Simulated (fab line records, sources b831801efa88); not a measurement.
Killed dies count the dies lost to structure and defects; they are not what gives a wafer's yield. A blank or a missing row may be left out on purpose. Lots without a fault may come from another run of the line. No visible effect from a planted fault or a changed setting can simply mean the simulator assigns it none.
fab line records -- flow sfqLine -- part 2 of 2: steps 25 to 35 of 35
record lots=5, wafers=15, lastDay=96
route steps=325 shown L0@6 L0V@16 M0@28
lots that met no fault: taken from a fault-free run of the same line
startH: hours from the record's opening day to when the first of the lot's shown wafers began -- waitH: how many hours have passed since the lot's step before this one -- " unchanged from the row above -- L1.1+2: a single row standing in for several wafers -- - no value, or no start was given -- * or withheld: withheld -- < > ~ a bound
route shown NAME@n: names a module that has steps shown in the file, with the first one's number in the route -- usual: mean and standard deviation over wafers with no fault -- same: alike in all rows -- chamber/n: place in a boat -- sites: each site's reading -- _std_site: standard deviation of those values -- _edge_site: mean of outer sites minus mean of inner sites -- radiusMm: for every site, how far away it sits from the centre of the wafer -- mask NAME#n: copy n -- behind: the last tool/chamber to shape the wafer -- hold: why the lot went on hold/how many hours it stayed there/how the hold came to an end -- device: names the non-switching transistor (n, p or np) -- end of line: the same wafers' tests at the end of the route -- a step with no rows: only its recipe -- killed: dies lost to structure and defects at the first sort, not the wafer's yield -- map: per-die view of a wafer (x killed, . not killed, _ where there is no die)
set.NAME: setting as actually run; set.NAME@STEP: the setting as run at that earlier step -- model.NAME: the simulator's own value behind a step, which no gauge read
lots at some steps of the route; a table a step, a row a wafer
services: the hour from which a tool's chamber was out of use, counted from the record's first day as startH (under 0 if before that day), plus the number of hours and why
## steps
# step SFQ_M0_RS_MEAS_904
# recipe thkMeasGauge=four-point-probe, reads=Nb_of_TRILAYER_M0_DEP_SPUTTER_019
# usual M0_NB_RS=0.887/0.0088
lot.wafer,tool,chamber,startH,waitH,M0_NB_RS[ohm/sq]
L077.3,filmMetro-01,-,193.18,0.1,0.881
L077.4,filmMetro-01,-,193.18,0.1,0.874
L077.6,filmMetro-01,-,193.18,0.1,0.886
L080.1,filmMetro-01,-,215.27,0.0,0.888
L080.2,filmMetro-01,-,215.27,0.0,0.885
L080.5,filmMetro-01,-,215.27,0.0,0.897
L092.3,filmMetro-01,-,301.30,0.1,0.894
L092.4,filmMetro-01,-,301.30,0.1,0.892
L092.5,filmMetro-01,-,301.30,0.1,0.896
L094.1,filmMetro-02,-,320.46,0.0,0.880
L094.2,filmMetro-02,-,320.46,0.0,0.888
L094.4,filmMetro-02,-,320.46,0.0,0.893
L096.1,filmMetro-02,-,329.46,0.0,0.884
L096.2,filmMetro-02,-,329.46,0.0,0.888
L096.3,filmMetro-02,-,329.46,0.0,0.893
# step SFQ_TRILAYER_M0_LITHO_COAT_026
# recipe resist=BARC, spinRpm=3000, resistThkNm=62
# usual spinSpeedRpm=2999.7/2.1
lot.wafer,tool,chamber,startH,waitH,spinSpeedRpm
L077.3,lithoTrack-01,0,193.42,0.1,3000.9
L077.4,lithoTrack-01,0,193.42,0.1,2999.3
L077.6,lithoTrack-01,0,193.42,0.1,2995.5
L080.1,lithoTrack-03,0,215.46,0.1,3001.7
L080.2,lithoTrack-03,0,215.46,0.1,2996.3
L080.5,lithoTrack-03,0,215.46,0.1,3002.6
L092.3,lithoTrack-03,0,301.54,0.1,2998.1
L092.4,lithoTrack-03,0,301.54,0.1,3000.3
L092.5,lithoTrack-03,0,301.54,0.1,3000.6
L094.1,lithoTrack-01,0,320.64,0.1,2999.2
L094.2,lithoTrack-01,0,320.64,0.1,2997.1
L094.4,lithoTrack-01,0,320.64,0.1,2997.5
L096.1,lithoTrack-03,0,329.64,0.1,2999.3
L096.2,lithoTrack-03,0,329.64,0.1,2998.8
L096.3,lithoTrack-03,0,329.64,0.1,2996.9
# step SFQ_TRILAYER_M0_LITHO_COAT_021
# recipe resist=KrF, spinRpm=3000, resistThkNm=600
# usual spinSpeedRpm=3000.0/2.1
lot.wafer,tool,chamber,startH,waitH,spinSpeedRpm
L077.3,lithoTrack-01,0,193.72,0.2,2999.7
L077.4,lithoTrack-01,0,193.72,0.2,3000.1
L077.6,lithoTrack-01,0,193.72,0.2,2999.6
L080.1,lithoTrack-03,0,215.76,0.2,3001.2
L080.2,lithoTrack-03,0,215.76,0.2,3000.5
L080.5,lithoTrack-03,0,215.76,0.2,2998.3
L092.3,lithoTrack-03,0,301.84,0.2,3001.3
L092.4,lithoTrack-03,0,301.84,0.2,3001.5
L092.5,lithoTrack-03,0,301.84,0.2,3003.3
L094.1,lithoTrack-01,0,320.94,0.2,2999.3
L094.2,lithoTrack-01,0,320.94,0.2,3001.6
L094.4,lithoTrack-01,0,320.94,0.2,3002.9
L096.1,lithoTrack-03,0,329.94,0.2,2998.1
L096.2,lithoTrack-03,0,329.94,0.2,3001.4
L096.3,lithoTrack-03,0,329.94,0.2,3000.8
# step SFQ_TRILAYER_M0_LITHO_SOFTBAKE_025
# recipe tempC=withheld, timeS=withheld, resist=KrF
lot.wafer,tool,chamber,startH,waitH
L077.3+4+6,lithoTrack-01,0,193.97,0.2
L080.1+2+5,lithoTrack-03,0,216.06,0.2
L092.3+4+5,lithoTrack-03,0,302.09,0.2
L094.1+2+4,lithoTrack-01,0,321.24,0.2
L096.1+2+3,lithoTrack-03,0,330.24,0.2
# step SFQ_TRILAYER_M0_LITHO_EXPOSE_022
# recipe maskId=M0, na=0.6, sourceShape=conventional, sigmaOuter=0.65, targetCdNm=500, doseMj=14.4
# usual reticleTempC=23.00/0.11
lot.wafer,tool,chamber,startH,waitH,mask,reticleTempC
L077.3,krfScanner-01,0,291.72,-,M0#0,23.08
L077.4,krfScanner-01,0,291.72,-,M0#0,23.19
L077.6,krfScanner-01,0,291.72,-,M0#0,23.02
L080.1,krfScanner-02,0,323.95,-,M0#0,23.01
L080.2,krfScanner-02,0,323.95,-,M0#0,23.05
L080.5,krfScanner-02,0,323.95,-,M0#0,23.12
L092.3,krfScanner-01,0,432.72,-,M0#0,23.03
L092.4,krfScanner-01,0,432.72,-,M0#0,23.01
L092.5,krfScanner-01,0,432.72,-,M0#0,23.01
L094.1,krfScanner-01,0,458.72,-,M0#0,23.14
L094.2,krfScanner-01,0,458.72,-,M0#0,22.98
L094.4,krfScanner-01,0,458.72,-,M0#0,23.14
L096.1,krfScanner-02,0,471.63,-,M0#0,22.82
L096.2,krfScanner-02,0,471.63,-,M0#0,22.97
L096.3,krfScanner-02,0,471.63,-,M0#0,22.93
# step SFQ_TRILAYER_M0_LITHO_PEB_024
# recipe pebTempC=115, pebTimeS=60, resist=KrF
lot.wafer,tool,chamber,startH,waitH
L077.3+4+6,lithoTrack-02,0,292.57,0.7
L080.1+2+5,lithoTrack-02,0,325.15,1.0
L092.3+4+5,lithoTrack-02,0,433.57,0.7
L094.1+2+4,lithoTrack-03,0,459.92,1.0
L096.1+2+3,lithoTrack-03,0,472.83,1.0
# step SFQ_TRILAYER_M0_LITHO_DEVELOP_023
# recipe timeS=60, resist=KrF
lot.wafer,tool,chamber,startH,waitH
L077.3+4+6,lithoTrack-02,0,292.72,0.1
L080.1+2+5,lithoTrack-02,0,325.30,0.1
L092.3+4+5,lithoTrack-02,0,433.72,0.1
L094.1+2+4,lithoTrack-03,0,460.07,0.1
L096.1+2+3,lithoTrack-03,0,472.98,0.1
# step SFQ_M0_OVL_MEAS_906
# usual M0_OVL=3/6.3
lot.wafer,tool,chamber,startH,waitH,M0_OVL[nm]
L077.3,overlay-02,-,292.83,0.1,3
L077.4,overlay-02,-,292.83,0.1,4
L077.6,overlay-02,-,292.83,0.1,5
L080.1,overlay-01,-,325.45,0.1,0
L080.2,overlay-01,-,325.45,0.1,2
L080.5,overlay-01,-,325.45,0.1,-1
L092.3,overlay-02,-,433.84,0.1,6
L092.4,overlay-02,-,433.84,0.1,8
L092.5,overlay-02,-,433.84,0.1,5
L094.1,overlay-02,-,460.22,0.1,0
L094.2,overlay-02,-,460.22,0.1,2
L094.4,overlay-02,-,460.22,0.1,5
L096.1,overlay-02,-,473.13,0.1,0
L096.2,overlay-02,-,473.13,0.1,7
L096.3,overlay-02,-,473.13,0.1,6
# step SFQ_TRILAYER_M0_BARC_OPEN_METAL_ETCH_031
# recipe maskMaterial=PR, chemistry=O2, targetDepthNm=125, target=BARC, icpW=600, biasW=80, pressureMtorr=10, timeS=41.7
# usual drypumpMotorCurrentA=5.9/0.34, oesProductAu=0.685/0.0048, rfFwdPowerW=592.9/2.2
lot.wafer,tool,chamber,startH,waitH,drypumpMotorCurrentA,oesProductAu,rfFwdPowerW,rfHoursCounterH
L077.3,rieMetal-03,0,292.87,0.0,6.3,0.686,597.2,-
L077.4,rieMetal-03,1,292.87,0.0,5.8,0.681,593.0,-
L077.6,rieMetal-03,1,292.87,0.0,5.8,0.691,591.6,-
L080.1,rieMetal-02,1,325.48,0.0,6.0,0.694,590.8,107
L080.2,rieMetal-02,0,325.48,0.0,5.5,0.684,592.1,172
L080.5,rieMetal-02,0,325.48,0.0,5.5,0.683,591.4,-
L092.3,rieMetal-03,0,433.88,0.0,6.3,0.682,590.3,-
L092.4,rieMetal-03,1,433.88,0.0,5.8,0.682,595.2,-
L092.5,rieMetal-03,1,433.88,0.0,5.8,0.679,597.2,-
L094.1,rieMetal-04,1,460.26,0.0,6.4,0.691,594.7,0
L094.2,rieMetal-04,0,460.26,0.0,5.7,0.690,593.2,37
L094.4,rieMetal-04,0,460.26,0.0,5.7,0.679,592.9,-
L096.1,rieMetal-04,1,473.17,0.0,6.4,0.687,593.4,3
L096.2,rieMetal-04,0,473.17,0.0,5.7,0.688,594.6,39
L096.3,rieMetal-04,1,473.17,0.0,6.4,0.689,591.2,-
# step SFQ_TRILAYER_M0_ETCH_METAL_ETCH_024
# recipe target=Nb, stopOn=SiO2, maskMaterial=PR, chemistry=Cl2/Ar, targetDepthNm=240, icpW=600, biasW=80, pressureMtorr=10, timeS=120
# usual drypumpMotorCurrentA=5.9/0.34, oesProductAu=0.896/0.007, rfFwdPowerW=596.4/2
lot.wafer,tool,chamber,startH,waitH,drypumpMotorCurrentA,oesProductAu,rfFwdPowerW,rfHoursCounterH
L077.3,rieMetal-03,0,292.96,0.1,6.4,0.898,598.6,-
L077.4,rieMetal-03,1,292.96,0.1,5.8,0.903,597.1,-
L077.6,rieMetal-03,1,292.96,0.1,5.8,0.908,597.8,-
L080.1,rieMetal-02,1,325.54,0.0,6.0,0.892,593.0,107
L080.2,rieMetal-02,0,325.54,0.0,5.5,0.897,595.2,172
L080.5,rieMetal-02,0,325.54,0.0,5.5,0.899,597.1,-
L092.3,rieMetal-03,0,433.96,0.1,6.3,0.896,595.6,-
L092.4,rieMetal-03,1,433.96,0.1,5.8,0.893,598.2,-
L092.5,rieMetal-03,1,433.96,0.1,5.8,0.885,596.4,-
L094.1,rieMetal-04,1,460.32,0.0,6.3,0.903,594.9,0
L094.2,rieMetal-04,0,460.32,0.0,5.7,0.902,596.9,37
L094.4,rieMetal-04,0,460.32,0.0,5.7,0.908,597.0,-
L096.1,rieMetal-04,1,473.23,0.0,6.3,0.899,592.9,3
L096.2,rieMetal-04,0,473.23,0.0,5.7,0.895,593.8,39
L096.3,rieMetal-04,1,473.23,0.0,6.4,0.895,596.6,-
# step SFQ_TRILAYER_M0_STRIP_STRIP_025
# recipe gas=O2, powerW=200, platenTempC=40, overashFraction=0.65, chemistry=O2, pressureMtorr=50
# usual drypumpMotorCurrentA=5.9/0.35, oesProductAu=0.997/0.0073
lot.wafer,tool,chamber,startH,waitH,drypumpMotorCurrentA,oesProductAu,rfHoursCounterH
L077.3,rieMetal-03,0,293.24,0.2,6.3,1.003,-
L077.4,rieMetal-03,1,293.24,0.2,5.8,0.999,-
L077.6,rieMetal-03,1,293.24,0.2,5.8,0.989,-
L080.1,rieMetal-02,1,325.67,0.1,6.0,0.993,107
L080.2,rieMetal-02,0,325.67,0.1,5.5,1.001,172
L080.5,rieMetal-02,0,325.67,0.1,5.5,0.990,-
L092.3,rieMetal-03,0,434.24,0.2,6.3,0.996,-
L092.4,rieMetal-03,1,434.24,0.2,5.8,0.996,-
L092.5,rieMetal-03,1,434.24,0.2,5.8,0.997,-
L094.1,rieMetal-04,1,460.44,0.1,6.4,0.985,1
L094.2,rieMetal-04,0,460.44,0.1,5.7,0.983,37
L094.4,rieMetal-04,0,460.44,0.1,5.7,0.987,-
L096.1,rieMetal-04,1,473.35,0.1,6.4,0.988,3
L096.2,rieMetal-04,0,473.35,0.1,5.7,0.991,39
L096.3,rieMetal-04,1,473.35,0.1,6.4,1.005,-
## services
tool,chamber,startH,hours,kind
krfScanner-01,-,38.56,1.0,pm
krfScanner-01,-,56.26,4.4,pm
rieMetal-03,-,90.64,2.8,pm
rieMetal-03,-,116.15,14.6,pm
pvdSputter-05,-,116.46,11.1,repair
krfScanner-01,-,122.93,0.8,pm
rieMetal-04,-,126.08,0.9,repair
krfScanner-01,-,140.21,1.3,pm
krfScanner-01,-,141.16,0.4,repair
rieMetal-04,1,176.91,3.1,repair
rieMetal-04,-,183.32,76.1,repair
krfScanner-01,-,207.43,1.0,pm
rieMetal-02,-,261.70,2.8,pm
rieMetal-04,-,262.11,0.1,repair
rieMetal-02,0,274.83,7.9,repair
rieMetal-04,-,286.44,1.4,pm
rieMetal-03,1,330.77,1.0,repair
rieMetal-04,0,336.73,6.2,repair
rieMetal-03,1,338.88,2.1,repair
rieMetal-02,1,339.23,21.3,repair
pvdSputter-05,-,394.59,1.0,repair
rieMetal-04,0,403.94,4.1,repair
rieMetal-02,0,443.30,3.7,repair
pvdSputter-05,-,455.33,2.0,repair
